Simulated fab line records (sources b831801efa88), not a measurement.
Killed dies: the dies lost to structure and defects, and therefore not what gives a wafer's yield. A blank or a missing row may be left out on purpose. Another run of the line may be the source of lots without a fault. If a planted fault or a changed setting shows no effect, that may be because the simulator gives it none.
Tool commonality check || flow sky130 || Sampled: 12 lots, 36 wafers

== WHY THIS WAS OPENED ==
2 of 12 lots carry a flag on the reading SD_P_TW at SKY_SD_P_TW_MEAS_11. No-fault wafers: 2839, standard deviation 19.
Rule: a lot gets a flag if all its wafers with a number sit over 4 standard deviations from that mean, or if no wafer of it has a number. The rest of the lots are taken to be sound.

{"lot": "L495", "measured": "day 25 08:33", "on": "film_metro-01", "SD_P_TW, wafer by wafer": "2843 2841 2848", "flag": ""}
{"lot": "L498", "measured": "day 26 13:45", "on": "film_metro-04", "SD_P_TW, wafer by wafer": "2832 2821 2828", "flag": ""}
{"lot": "L499", "measured": "day 26 14:24", "on": "film_metro-04", "SD_P_TW, wafer by wafer": "2813 2816 2802", "flag": ""}
{"lot": "L500", "measured": "day 27 08:13", "on": "film_metro-02", "SD_P_TW, wafer by wafer": "2863 2854 2884", "flag": ""}
{"lot": "L501", "measured": "day 27 21:31", "on": "film_metro-02", "SD_P_TW, wafer by wafer": "2882 2859 2875", "flag": ""}
{"lot": "L502", "measured": "day 28 02:48", "on": "film_metro-04", "SD_P_TW, wafer by wafer": "2838 2825 2836", "flag": ""}
{"lot": "L504", "measured": "day 29 00:25", "on": "film_metro-02", "SD_P_TW, wafer by wafer": "2861 2864 2872", "flag": ""}
{"lot": "L507", "measured": "day 29 16:15", "on": "film_metro-01", "SD_P_TW, wafer by wafer": "2833 2822 2831", "flag": ""}
{"lot": "L508", "measured": "day 30 07:17", "on": "film_metro-04", "SD_P_TW, wafer by wafer": "2997 3003 3012", "flag": "FLAGGED"}
{"lot": "L512", "measured": "day 31 12:01", "on": "film_metro-04", "SD_P_TW, wafer by wafer": "2976 2988 3014", "flag": "FLAGGED"}
{"lot": "L516", "measured": "day 32 10:20", "on": "film_metro-01", "SD_P_TW, wafer by wafer": "2840 2842 2843", "flag": ""}
{"lot": "L515", "measured": "day 32 13:57", "on": "film_metro-02", "SD_P_TW, wafer by wafer": "2839 2842 2843", "flag": ""}
On average the flagged lots' numbers are 2998, which is +159 against the usual, or +8 standard deviations.

== EACH LOT AND THE TOOL IT RAN ON ==
The record holds 1 process step before the reading, out of a route of 708 steps. Each cell gives the tool, then ch followed by the chambers the sampled wafers passed through, then the start.
{"lot": "L495", "flag": "", "SKY_SD_P_IMPLANT_09": "implanter-03 ch 0, day 25 08:18"}
{"lot": "L498", "flag": "", "SKY_SD_P_IMPLANT_09": "implanter-03 ch 0, day 26 13:30"}
{"lot": "L499", "flag": "", "SKY_SD_P_IMPLANT_09": "implanter-03 ch 0, day 26 14:10"}
{"lot": "L500", "flag": "", "SKY_SD_P_IMPLANT_09": "implanter-01 ch 0, day 27 07:59"}
{"lot": "L501", "flag": "", "SKY_SD_P_IMPLANT_09": "implanter-01 ch 0, day 27 21:17"}
{"lot": "L502", "flag": "", "SKY_SD_P_IMPLANT_09": "implanter-04 ch 0, day 28 02:33"}
{"lot": "L504", "flag": "", "SKY_SD_P_IMPLANT_09": "implanter-01 ch 0, day 29 00:12"}
{"lot": "L507", "flag": "", "SKY_SD_P_IMPLANT_09": "implanter-01 ch 0, day 29 16:00"}
{"lot": "L508", "flag": "FLAGGED", "SKY_SD_P_IMPLANT_09": "implanter-03 ch 0, day 30 07:02"}
{"lot": "L512", "flag": "FLAGGED", "SKY_SD_P_IMPLANT_09": "implanter-03 ch 0, day 31 11:48"}
{"lot": "L516", "flag": "", "SKY_SD_P_IMPLANT_09": "implanter-04 ch 0, day 32 10:05"}
{"lot": "L515", "flag": "", "SKY_SD_P_IMPLANT_09": "implanter-04 ch 0, day 32 13:42"}
What the steps here do:
- SKY_SD_P_IMPLANT_09
- SKY_SD_P_TW_MEAS_11

== FLAGGED AGAINST TOTAL, ONE TOOL AT A TIME (gauges that did the reading follow at the end) ==
{"step": "SKY_SD_P_IMPLANT_09", "tool": "implanter-01", "lots run": 4, "flagged": 0, "share of the flagged lots": "none", "sound lots run after its first flagged lot": "-"}
{"step": "SKY_SD_P_IMPLANT_09", "tool": "implanter-03", "lots run": 5, "flagged": 2, "share of the flagged lots": "all", "sound lots run after its first flagged lot": 0}
{"step": "SKY_SD_P_IMPLANT_09", "tool": "implanter-04", "lots run": 3, "flagged": 0, "share of the flagged lots": "none", "sound lots run after its first flagged lot": "-"}
{"step": "SKY_SD_P_TW_MEAS_11", "tool": "film_metro-01", "lots run": 3, "flagged": 0, "share of the flagged lots": "none", "sound lots run after its first flagged lot": "-"}
{"step": "SKY_SD_P_TW_MEAS_11", "tool": "film_metro-02", "lots run": 4, "flagged": 0, "share of the flagged lots": "none", "sound lots run after its first flagged lot": "-"}
{"step": "SKY_SD_P_TW_MEAS_11", "tool": "film_metro-04", "lots run": 5, "flagged": 2, "share of the flagged lots": "all", "sound lots run after its first flagged lot": 0}

== WHAT THE TABLE PERMITS ==
In 2 table rows, all flagged lots were run: implanter-03 (SKY_SD_P_IMPLANT_09), film_metro-04 (SKY_SD_P_TW_MEAS_11).
- implanter-03 at SKY_SD_P_IMPLANT_09 ran 5 lots, 2 of them flagged. Its last sound lot is L499 (day 26 14:10), its first flagged lot L508 (day 30 07:02): a fault that began between those two fits. Its own readings (tilt_deg) fall more than 4 standard deviations out on all wafers of the flagged lots.
- film_metro-04 at SKY_SD_P_TW_MEAS_11 ran 5 lots, 2 of them flagged. Its last sound lot is L502 (day 28 02:48), its first flagged lot L508 (day 30 07:17): a fault that began between those two fits.
A lot count leaves these 2 tools indistinguishable: every one of them fits a fault beginning at some hour. More lots, or a look at what each step does to the wafer, might.

== WHAT HAD BEEN PUT IN BY THE SIMULATOR ==
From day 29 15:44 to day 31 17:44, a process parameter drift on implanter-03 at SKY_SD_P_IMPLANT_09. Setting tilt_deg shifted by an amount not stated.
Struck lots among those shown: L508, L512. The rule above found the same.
